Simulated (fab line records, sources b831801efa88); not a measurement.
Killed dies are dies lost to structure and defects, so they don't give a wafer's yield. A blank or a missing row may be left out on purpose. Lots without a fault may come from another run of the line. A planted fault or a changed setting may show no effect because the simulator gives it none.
Which tool did it? | flow gf180mcu | 7 lots, 21 wafers sampled, at 2 steps of a route of 602

WHAT THE GAUGES READ, wafer by wafer
GF_VT_IMPLANT_TW_MEAS_21.
lot  | measured     | on            | VT_IMPLANT_2_TW
L443 | day 6 18:29  | film_metro-02 | 1209 1213 1212
L446 | day 7 13:14  | film_metro-01 | 1232 1225 1235
L451 | day 8 19:50  | film_metro-04 | 1241 1247 1239
L453 | day 9 09:13  | film_metro-04 | 1175 1169 1172
L455 | day 9 22:36  | film_metro-01 | 1232 1233 1225
L457 | day 10 11:50 | film_metro-01 | 1221 1222 1220
L463 | day 12 01:34 | film_metro-01 | 1218 1216 1216

WHICH TOOL RAN EACH LOT (tool, then ch and the chambers of the sampled wafers, then the start)
lot  | GF_VT_IMPLANT_IMPLANT_19
L443 | implanter-01 ch 0, day 6 18:14
L446 | implanter-01 ch 0, day 7 12:59
L451 | implanter-03 ch 0, day 8 19:36
L453 | implanter-03 ch 0, day 9 08:59
L455 | implanter-01 ch 0, day 9 22:22
L457 | implanter-02 ch 0, day 10 11:35
L463 | implanter-01 ch 0, day 12 01:20
- GF_VT_IMPLANT_IMPLANT_19

THE ANSWER, worked out from the rows above alone
Rule: what is usual is taken from the lots themselves. Put in order of their means at a reading, lots are off if they are a third of the lots or fewer, leave a main group of 4 or more, and stand apart from it by a gap of 3 or more times the standard deviation of the main group's means; of several such gaps the widest counts. A main group whose means are all the same, to the digits that the tables above print for the reading, isn't used. A lot without any number at a reading at which 4 lots or more have one is off too. The other lots that the step has rows for count as sound.
Off: L453, at GF_VT_IMPLANT_TW_MEAS_21 (VT_IMPLANT_2_TW). The main group: mean 1225, standard deviation 10.
A tool fits if, at a process step before that reading, it ran every lot that is off, and no sound lot after the first of them. The gauges at GF_VT_IMPLANT_TW_MEAS_21 are tried like those tools. Can't be told from this: 2 tools fit, implanter-03 at GF_VT_IMPLANT_IMPLANT_19, film_metro-04 at GF_VT_IMPLANT_TW_MEAS_21.

WHAT THE SIMULATOR HAD PUT IN
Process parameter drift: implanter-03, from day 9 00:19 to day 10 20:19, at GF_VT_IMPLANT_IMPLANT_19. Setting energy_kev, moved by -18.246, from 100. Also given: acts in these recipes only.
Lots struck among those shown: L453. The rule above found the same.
